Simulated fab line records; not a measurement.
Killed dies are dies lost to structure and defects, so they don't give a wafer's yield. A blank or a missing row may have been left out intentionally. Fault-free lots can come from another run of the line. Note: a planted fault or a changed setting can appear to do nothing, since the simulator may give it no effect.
fab line records -- flow sky130
[record] lots = 6, wafers = 18, last_day = 50
route steps=708 shown POLY_GATE@234 LDD_N@237 PAD_OPEN@708
lots untouched by any fault: they come from a run of this same line in which no faults occurred
start_h: hours from the record's opening day to when the first of the lot's shown wafers began -- wait_h: hours elapsed since this lot's preceding step -- " identical to the entry in the row above -- L1.1+2: a row that stands for several wafers -- - value missing, or start not given -- * or withheld: withheld -- < > ~ a bound
route shown NAME@n: NAME is a module with steps in the file, n the number in the route of the first one -- usual: the fault-free wafers' mean and standard deviation -- same: alike in all rows -- chamber/n: place in a boat -- sites: per-site readings -- _std_site: their standard deviation -- _edge_site: outer sites' mean less inner sites' -- radius_mm: how far each site lies from the wafer's centre -- mask NAME#n: copy n -- behind: tool/chamber where the wafer was last shaped -- hold: cause of the lot's hold/its duration in hours/its outcome -- device: the transistor (n, p or np) that didn't switch -- end of line: at the end of the route, the tests of the same wafers -- a step without rows: its recipe alone -- killed: dies that structure and defects cost at the first sort, which is not the same as the wafer's yield -- map: the dies of a wafer, with x for killed, . for not killed, _ for no die there
set.NAME: the setting the step ran with; set.NAME@STEP: the setting that earlier step ran with -- model.NAME: the simulator's own value behind a step, which no gauge read
lots at selected steps of the route; one table per step, one row per wafer
services: the hour from which a tool's chamber was out of use, counted from the record's first day as start_h (under 0 if before that day), plus the number of hours and why
[[steps]]
[step SKY_POLY_GATE_OXIDATION_20]
[recipe] temp_c = 850, ambient = O2, stabilise_s = 600, purge_s = 300, target_thk_a = 40, ox_time_s = 899
[step SKY_POLY_GATE_THK_MEAS_21]
[recipe] reads = SiO2_of_POLY_GATE_OXIDATION_20
[usual] POLY_GATE_OXIDATION_THK = 4.00/0.071
lot.wafer,tool,chamber,start_h,wait_h,POLY_GATE_OXIDATION_THK[nm]
L303.2,film_metro-04,-,403.99,0.0,4.01
L303.3,film_metro-04,-,403.99,0.0,4.15
L303.6,film_metro-04,-,403.99,0.0,4.04
L311.2,film_metro-02,-,473.10,0.0,3.99
L311.5,film_metro-02,-,473.10,0.0,3.90
L311.6,film_metro-02,-,473.10,0.0,3.92
L313.3,film_metro-01,-,495.05,0.0,3.87
L313.5,film_metro-01,-,495.05,0.0,3.87
L313.6,film_metro-01,-,495.05,0.0,3.97
L316.1,film_metro-04,-,518.97,0.0,3.98
L316.5,film_metro-04,-,518.97,0.0,4.01
L316.6,film_metro-04,-,518.97,0.0,3.97
L318.1,film_metro-02,-,541.80,0.0,4.12
L318.3,film_metro-02,-,541.80,0.0,4.04
L318.4,film_metro-02,-,541.80,0.0,4.12
L322.2,film_metro-01,-,561.28,0.0,4.07
L322.4,film_metro-01,-,561.28,0.0,4.05
L322.5,film_metro-01,-,561.28,0.0,4.04
[step SKY_POLY_GATE_CD_MEAS_22]
[usual] cd_nm = 150.5/2.5
lot.wafer,tool,chamber,start_h,wait_h,cd_nm
L303.2,cd_sem-02,-,404.07,0.1,152.9
L303.3,cd_sem-02,-,404.07,0.1,147.3
L303.6,cd_sem-02,-,404.07,0.1,152.3
L311.2,cd_sem-01,-,473.18,0.1,154.0
L311.5,cd_sem-01,-,473.18,0.1,154.8
L311.6,cd_sem-01,-,473.18,0.1,155.1
L313.3,cd_sem-01,-,495.14,0.1,144.9
L313.5,cd_sem-01,-,495.14,0.1,152.0
L313.6,cd_sem-01,-,495.14,0.1,145.4
L316.1,cd_sem-02,-,519.03,0.1,149.5
L316.5,cd_sem-02,-,519.03,0.1,146.8
L316.6,cd_sem-02,-,519.03,0.1,148.9
L318.1,cd_sem-01,-,541.86,0.1,153.5
L318.3,cd_sem-01,-,541.86,0.1,155.6
L318.4,cd_sem-01,-,541.86,0.1,153.3
L322.2,cd_sem-01,-,561.36,0.1,148.7
L322.4,cd_sem-01,-,561.36,0.1,147.8
L322.5,cd_sem-01,-,561.36,0.1,147.5
[step SKY_LDD_N_DEHYDRATE_00]
[recipe] temp_c = 200, time_s = 60
[step SKY_LDD_N_HMDS_01]
[recipe] prime_time_s = 60, prime_temp_c = 120
[step SKY_LDD_N_COAT_02]
[recipe] resist = NOVOLAK, spin_rpm = 3000, resist_thk_nm = 300
[step SKY_LDD_N_SOFTBAKE_03]
[recipe] temp_c = 90, time_s = 60, resist = NOVOLAK
[step SKY_LDD_N_EXPOSE_04]
[recipe] mask_id = NTM, target_cd_nm = 840, na = 0.6, source_shape = conventional, sigma_outer = 0.6, dose_mj = 110
[step SKY_LDD_N_PEB_05]
[recipe] temp_c = withheld, time_s = *, resist = NOVOLAK
[step SKY_LDD_N_DEVELOP_06]
[recipe] develop_time_s = 60, dev_temp_c = 23
[step SKY_LDD_N_OVL_MEAS_07]
[usual] LDD_N_OVL = 0.6/1.4
lot.wafer,tool,chamber,start_h,wait_h,LDD_N_OVL[nm]
L303.2,overlay-01,-,434.10,0.1,0.6
L303.3,overlay-01,-,434.10,0.1,-0.9
L303.6,overlay-01,-,434.10,0.1,2.1
L311.2,overlay-02,-,503.27,0.1,-0.3
L311.5,overlay-02,-,503.27,0.1,0.0
L311.6,overlay-02,-,503.27,0.1,-0.6
L313.3,overlay-02,-,525.42,0.1,0.3
L313.5,overlay-02,-,525.42,0.1,2.3
L313.6,overlay-02,-,525.42,0.1,0.2
L316.1,overlay-01,-,549.25,0.1,1.7
L316.5,overlay-01,-,549.25,0.1,2.1
L316.6,overlay-01,-,549.25,0.1,0.6
L318.1,overlay-02,-,571.65,0.1,3.7
L318.3,overlay-02,-,571.65,0.1,1.1
L318.4,overlay-02,-,571.65,0.1,-0.2
L322.2,overlay-02,-,590.77,0.1,-0.7
L322.4,overlay-02,-,590.77,0.1,-0.9
L322.5,overlay-02,-,590.77,0.1,1.0
[step SKY_LDD_N_IMPLANT_08]
[recipe] species = As, energy_kev = 20, dose_cm2 = 7.5e+13, tilt_deg = withheld, rotation_deg = 23
[step SKY_LDD_N_IMPLANT_09]
[recipe] species = As, energy_kev = 20, dose_cm2 = 7.5e+13, tilt_deg = withheld, rotation_deg = 113
[usual] dose_ions_cm2 = 7.5e+13/8.2e+10, faraday_current_uA = 422/7.5
lot.wafer,tool,chamber,start_h,wait_h,dose_ions_cm2,faraday_current_uA
L303.2,implanter-03,0,434.31,0.1,7.504e+13,414
L303.3,implanter-03,0,434.31,0.1,7.498e+13,433
L303.6,implanter-03,0,434.31,0.1,7.5e+13,423
L311.2,implanter-03,0,503.47,0.1,9.927e+13,566
L311.5,implanter-03,0,503.47,0.1,9.93e+13,564
L311.6,implanter-03,0,503.47,0.1,9.926e+13,563
L313.3,implanter-03,0,525.65,0.1,9.945e+13,557
L313.5,implanter-03,0,525.65,0.1,9.935e+13,553
L313.6,implanter-03,0,525.65,0.1,9.932e+13,570
L316.1,implanter-02,0,549.43,0.1,7.511e+13,413
L316.5,implanter-02,0,549.43,0.1,7.495e+13,416
L316.6,implanter-02,0,549.43,0.1,7.497e+13,427
L318.1,implanter-01,0,571.83,0.1,7.498e+13,423
L318.3,implanter-01,0,571.83,0.1,7.504e+13,418
L318.4,implanter-01,0,571.83,0.1,7.503e+13,416
L322.2,implanter-02,0,590.97,0.1,7.499e+13,421
L322.4,implanter-02,0,590.97,0.1,7.508e+13,425
L322.5,implanter-02,0,590.97,0.1,7.496e+13,433
[step SKY_LDD_N_IMPLANT_10]
[recipe] species = As, energy_kev = 20, dose_cm2 = 7.5e+13, tilt_deg = withheld, rotation_deg = 203
[step SKY_LDD_N_IMPLANT_11]
[recipe] species = As, energy_kev = 20, dose_cm2 = 7.5e+13, tilt_deg = withheld, rotation_deg = 293
[step SKY_LDD_N_IMPLANT_12]
[recipe] species = BF2, energy_kev = 50, dose_cm2 = 5e+12, tilt_deg = 30, rotation_deg = 0
[step SKY_LDD_N_IMPLANT_13]
[recipe] species = BF2, energy_kev = 50, dose_cm2 = 5e+12, tilt_deg = 30, rotation_deg = 90
[step SKY_LDD_N_IMPLANT_14]
[recipe] species = BF2, energy_kev = 50, dose_cm2 = 5e+12, tilt_deg = 30, rotation_deg = 180
[step SKY_LDD_N_IMPLANT_15]
[recipe] species = BF2, energy_kev = 50, dose_cm2 = 5e+12, tilt_deg = 30, rotation_deg = 270
[step SKY_LDD_N_STRIP_16]
[recipe] chemistry = O2/N2, power_w = 1400, pressure_mtorr = 1500, platen_temp_c = withheld, o2_flow_sccm = 3000, n2_flow_sccm = 300, overash_fraction = 0.5
[usual] drypump_motor_current_A = 5.7/0.54, o2_flow_sccm = 3000/8, oes_product_au = 0.407/0.0047, strip_time_to_endpoint_s = 4.320/0.016
lot.wafer,tool,chamber,start_h,wait_h,drypump_motor_current_A,o2_flow_sccm,oes_product_au,rf_hours_counter_h,strip_time_to_endpoint_s
L303.2,plasma_asher-03,1,435.33,0.1,5.0,3000,0.395,0,4.347
L303.3,plasma_asher-03,0,435.33,0.1,6.5,2997,0.400,-,4.310
L303.6,plasma_asher-03,1,435.33,0.1,5.0,2996,0.402,-,4.330
L311.2,plasma_asher-01,1,504.50,0.1,5.5,2989,0.405,40,4.415
L311.5,plasma_asher-01,0,504.50,0.1,5.8,3011,0.404,-,4.424
L311.6,plasma_asher-01,1,504.50,0.1,5.5,2996,0.413,-,4.417
L313.3,plasma_asher-03,0,526.68,0.1,6.5,2987,0.405,-,4.380
L313.5,plasma_asher-03,0,526.68,0.1,6.5,2996,0.408,-,4.380
L313.6,plasma_asher-03,1,526.68,0.1,5.0,3001,0.406,-,4.375
L316.1,plasma_asher-04,1,550.48,0.1,5.7,2997,0.408,86,4.327
L316.5,plasma_asher-04,1,550.48,0.1,5.7,2996,0.407,-,4.321
L316.6,plasma_asher-04,0,550.48,0.1,5.2,3002,0.410,-,4.325
L318.1,plasma_asher-01,1,572.88,0.1,5.5,2999,0.412,47,4.297
L318.3,plasma_asher-01,1,572.88,0.1,5.5,3006,0.407,-,4.304
L318.4,plasma_asher-01,0,572.88,0.1,5.9,3003,0.411,-,4.311
L322.2,plasma_asher-03,0,592.00,0.1,6.4,2994,0.408,16,4.323
L322.4,plasma_asher-03,1,592.00,0.1,5.0,2993,0.409,-,4.306
L322.5,plasma_asher-03,1,592.00,0.1,5.0,3003,0.407,-,4.300
[step SKY_LDD_N_TW_MEAS_17]
[usual] LDD_N_TW = 2602/31
lot.wafer,tool,chamber,start_h,wait_h,LDD_N_TW
L303.2,film_metro-02,-,435.44,0.1,2590
L303.3,film_metro-02,-,435.44,0.1,2580
L303.6,film_metro-02,-,435.44,0.1,2591
L311.2,film_metro-02,-,504.61,0.1,2624
L311.5,film_metro-02,-,504.61,0.1,2612
L311.6,film_metro-02,-,504.61,0.1,2616
L313.3,film_metro-01,-,526.77,0.1,2691
L313.5,film_metro-01,-,526.77,0.1,2701
L313.6,film_metro-01,-,526.77,0.1,2687
L316.1,film_metro-01,-,550.58,0.1,2645
L316.5,film_metro-01,-,550.58,0.1,2640
L316.6,film_metro-01,-,550.58,0.1,2637
L318.1,film_metro-02,-,572.98,0.1,2581
L318.3,film_metro-02,-,572.98,0.1,2576
L318.4,film_metro-02,-,572.98,0.1,2586
L322.2,film_metro-01,-,592.11,0.1,2626
L322.4,film_metro-01,-,592.11,0.1,2630
L322.5,film_metro-01,-,592.11,0.1,2637
[step SKY_PAD_OPEN_PROBE_99]
[usual] killed_at_M0_to_M3 = 44/6.9, killed_at_M4_up = 3.3/1.8, killed_at_contacts = 24/5, killed_at_front_end = 16/4.6, killed_at_other = 0.2/0.42, killed_dies = 88/9.2, killed_open = 48/7.3, killed_short = 40/6.5
[same] gross_dies = 492, killed_at_back_side = 0
lot.wafer,tool,chamber,start_h,wait_h,killed_at_M0_to_M3,killed_at_M4_up,killed_at_contacts,killed_at_front_end,killed_at_other,killed_dies,killed_open,killed_short,model.etest.tip_n.rs_ohm_sq
L303.2,prober-02,-,1099.62,0.1,66,2,22,14,0,104,53,51,442.8
L303.3,prober-02,-,1099.67,0.2,49,3,25,17,0,94,49,45,445.4
L303.6,prober-02,-,1099.82,0.2,41,3,22,22,0,88,50,38,441.4
L311.2,prober-02,-,1141.67,0.1,39,4,31,16,0,90,56,34,422.5
L311.5,prober-02,-,1141.82,0.2,51,2,25,10,0,88,54,34,419.7
L311.6,prober-02,-,1141.87,0.2,42,2,22,12,0,78,47,31,420
L313.3,prober-02,-,1157.37,0.2,50,4,26,9,0,89,54,35,419.2
L313.5,prober-02,-,1157.47,0.2,43,4,23,14,0,84,45,39,421.6
L313.6,prober-02,-,1157.52,0.2,44,3,32,21,0,100,56,44,415.5
L316.1,prober-01,-,1170.17,0.1,51,3,26,16,0,96,51,44,446.9
L316.5,prober-01,-,1170.37,0.2,51,4,25,8,1,89,44,44,444.2
L316.6,prober-01,-,1170.42,0.2,53,4,27,16,0,100,56,44,446.8
L318.1,prober-02,-,1181.00,0.1,33,8,23,14,1,79,31,47,442.1
L318.3,prober-02,-,1181.10,0.2,48,1,24,9,0,82,42,40,439.9
L318.4,prober-02,-,1181.15,0.2,44,4,22,9,1,80,47,33,436.6
L322.2,prober-01,-,1195.88,0.1,49,4,23,16,0,92,46,46,444
L322.4,prober-01,-,1195.98,0.2,41,3,26,17,1,88,55,32,445.2
L322.5,prober-01,-,1196.03,0.2,52,1,22,12,0,87,41,46,443.1
// killed by level:class
L303.2 VIA1:geometric_particle:open=19 METAL1:geometric_particle:short=11 METAL2:geometric_particle:short=8 CONTACT:geometric_particle:open=7 VIA1:geometric_particle:short=6 FIELD_ISO:geometric_particle:open=5 CONTACT:geometric_particle:short=5 VIA3:geometric_particle:open=4
L303.3 CONTACT:geometric_particle:open=11 VIA2:geometric_particle:open=8 FIELD_ISO:geometric_particle:short=7 LI_CONTACT:geometric_particle:open=7 VIA1:geometric_particle:open=7 METAL2:geometric_particle:short=7 VIA1:geometric_particle:short=5 CONTACT:geometric_particle:short=5
L303.6 VIA1:geometric_particle:open=12 CONTACT:geometric_particle:open=8 FIELD_ISO:geometric_particle:open=6 POLY_GATE:geometric_particle:short=5 LOCAL_INTERCONNECT:geometric_particle:short=5 VIA3:geometric_particle:open=5 FIELD_ISO:geometric_particle:short=4 LI_CONTACT:geometric_particle:open=4
L311.2 CONTACT:geometric_particle:open=12 VIA1:geometric_particle:open=11 FIELD_ISO:geometric_particle:open=7 LI_CONTACT:geometric_particle:open=6 LOCAL_INTERCONNECT:geometric_particle:short=5 VIA3:geometric_particle:open=5 VIA1:geometric_particle:short=5 VIA2:geometric_particle:open=5
L311.5 CONTACT:geometric_particle:open=12 VIA1:geometric_particle:open=12 VIA3:geometric_particle:open=10 METAL2:geometric_particle:short=8 METAL1:geometric_particle:short=6 LI_CONTACT:geometric_particle:open=5 VIA2:geometric_particle:short=5 VIA2:geometric_particle:open=5
L311.6 VIA1:geometric_particle:open=13 CONTACT:geometric_particle:open=11 METAL2:geometric_particle:short=5 VIA2:geometric_particle:open=5 VIA3:geometric_particle:open=5 LI_CONTACT:geometric_particle:open=4 VIA1:geometric_particle:short=4 POLY_GATE:geometric_particle:open=3
L313.3 CONTACT:geometric_particle:open=12 VIA1:geometric_particle:open=11 VIA3:geometric_particle:open=9 VIA2:geometric_particle:open=6 CONTACT:geometric_particle:short=6 METAL3:geometric_particle:short=5 FIELD_ISO:geometric_particle:short=4 METAL1:geometric_particle:short=4
L313.5 VIA3:geometric_particle:open=9 LI_CONTACT:geometric_particle:open=8 CONTACT:geometric_particle:open=7 CONTACT:geometric_particle:short=6 METAL3:geometric_particle:short=6 VIA1:geometric_particle:open=6 POLY_GATE:geometric_particle:short=5 VIA1:geometric_particle:short=5
L313.6 CONTACT:geometric_particle:open=12 LI_CONTACT:geometric_particle:open=11 VIA1:geometric_particle:open=10 METAL2:geometric_particle:short=8 VIA2:geometric_particle:open=7 FIELD_ISO:geometric_particle:short=6 POLY_GATE:geometric_particle:short=6 VIA3:geometric_particle:open=6
L316.1 VIA2:geometric_particle:open=14 LOCAL_INTERCONNECT:geometric_particle:short=10 CONTACT:geometric_particle:open=8 VIA1:geometric_particle:open=7 POLY_GATE:geometric_particle:open=5 VIA3:geometric_particle:open=5 VIA1:geometric_particle:short=5 METAL2:geometric_particle:short=4
L316.5 CONTACT:geometric_particle:open=13 METAL2:geometric_particle:short=10 VIA1:geometric_particle:open=8 VIA3:geometric_particle:open=8 LI_CONTACT:geometric_particle:open=5 VIA2:geometric_particle:open=5 VIA3:geometric_particle:short=5 CONTACT:geometric_particle:short=4
L316.6 CONTACT:geometric_particle:open=17 METAL2:geometric_particle:short=10 METAL1:geometric_particle:short=8 VIA1:geometric_particle:open=8 VIA3:geometric_particle:open=7 VIA2:geometric_particle:open=6 POLY_GATE:geometric_particle:open=5 LOCAL_INTERCONNECT:geometric_particle:short=5
L318.1 LI_CONTACT:geometric_particle:open=8 METAL4:geometric_particle:short=8 POLY_GATE:geometric_particle:short=6 VIA3:geometric_particle:short=6 CONTACT:geometric_particle:open=5 VIA1:geometric_particle:short=5 LOCAL_INTERCONNECT:geometric_particle:short=4 CONTACT:geometric_particle:short=4
L318.3 LI_CONTACT:geometric_particle:open=12 METAL1:geometric_particle:short=11 VIA1:geometric_particle:open=7 VIA3:geometric_particle:open=7 VIA1:geometric_particle:short=5 VIA2:geometric_particle:open=5 METAL3:geometric_particle:short=4 CONTACT:geometric_particle:open=4
L318.4 VIA2:geometric_particle:open=13 CONTACT:geometric_particle:open=10 VIA1:geometric_particle:open=10 METAL2:geometric_particle:short=6 LOCAL_INTERCONNECT:geometric_particle:short=4 CONTACT:geometric_particle:short=4 FIELD_ISO:geometric_particle:open=3 FIELD_ISO:geometric_particle:short=3
L322.2 VIA1:geometric_particle:open=8 CONTACT:geometric_particle:open=8 METAL1:geometric_particle:short=8 METAL2:geometric_particle:short=8 POLY_GATE:geometric_particle:open=6 VIA2:geometric_particle:open=6 POLY_GATE:geometric_particle:short=5 VIA3:geometric_particle:open=5
L322.4 LI_CONTACT:geometric_particle:open=12 VIA1:geometric_particle:open=9 VIA2:geometric_particle:open=9 CONTACT:geometric_particle:open=8 LI_CONTACT:geometric_particle:short=4 VIA1:geometric_particle:short=4 METAL2:geometric_particle:short=4 VIA3:geometric_particle:open=4
L322.5 METAL2:geometric_particle:short=11 VIA1:geometric_particle:open=7 METAL3:geometric_particle:short=7 VIA3:geometric_particle:open=6 LI_CONTACT:geometric_particle:open=6 CONTACT:geometric_particle:open=6 VIA2:geometric_particle:open=5 CONTACT:geometric_particle:short=5
[[services]]
tool,chamber,start_h,hours,kind
plasma_asher-03,-,421.25,9.0,pm
plasma_asher-03,0,421.25,9.0,vent_cycle
plasma_asher-03,1,421.25,9.0,vent_cycle
implanter-02,-,421.26,3.1,pm
plasma_asher-03,0,430.25,-,clean
plasma_asher-03,1,430.25,-,clean
implanter-02,-,449.41,5.2,pm
plasma_asher-04,-,466.99,4.4,repair
plasma_asher-03,-,491.41,2.8,pm
implanter-02,-,492.61,4.0,repair
implanter-02,-,492.80,5.7,repair
implanter-01,-,540.83,0.6,repair
plasma_asher-04,-,577.74,1.3,repair
implanter-01,-,590.88,1.1,repair
[[key]]
[first_sign] step = SKY_LDD_N_IMPLANT_09, reading = dose_ions_cm2, direction = up, sigmas = 99+, usual = *, struck = *
[effect] step = SKY_LDD_N_IMPLANT_09, reading = faraday_current_uA, direction = up, sigmas = 19, usual = 422, struck = 562
[effect] step = SKY_LDD_N_STRIP_16, reading = strip_time_to_endpoint_s, direction = up, sigmas = 4.9, usual = *, struck = *
[effect] step = SKY_LDD_N_TW_MEAS_17, reading = LDD_N_TW, direction = up, sigmas = 1.7, usual = 2602, struck = 2655
[model_effect] step = SKY_PAD_OPEN_PROBE_99, value = etest.tip_n.rs_ohm_sq, without = 440.6, struck = 419.7
met_at SKY_LDD_N_IMPLANT_09
struck_wafers L311.2,L311.5,L311.6,L313.3,L313.5,L313.6
tester_left_out L311,L313
onset_between 434.31 503.47
[fault] kind = process_parameter_drift, tool = implanter-03, chamber = -, onset_h = 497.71, steps = SKY_LDD_N_IMPLANT_09, channel = dose_cm2, offset = *, shape = step, end_h = 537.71, acts_in = *, stated = *
// tester_left_out: of these lots the tester's yield and bins aren't shown, on N5 and GAA mostly nor the transistor test; their killed dies are dies lost to structure and defects alone, not to doping, threshold or leakage, so they don't give the yield
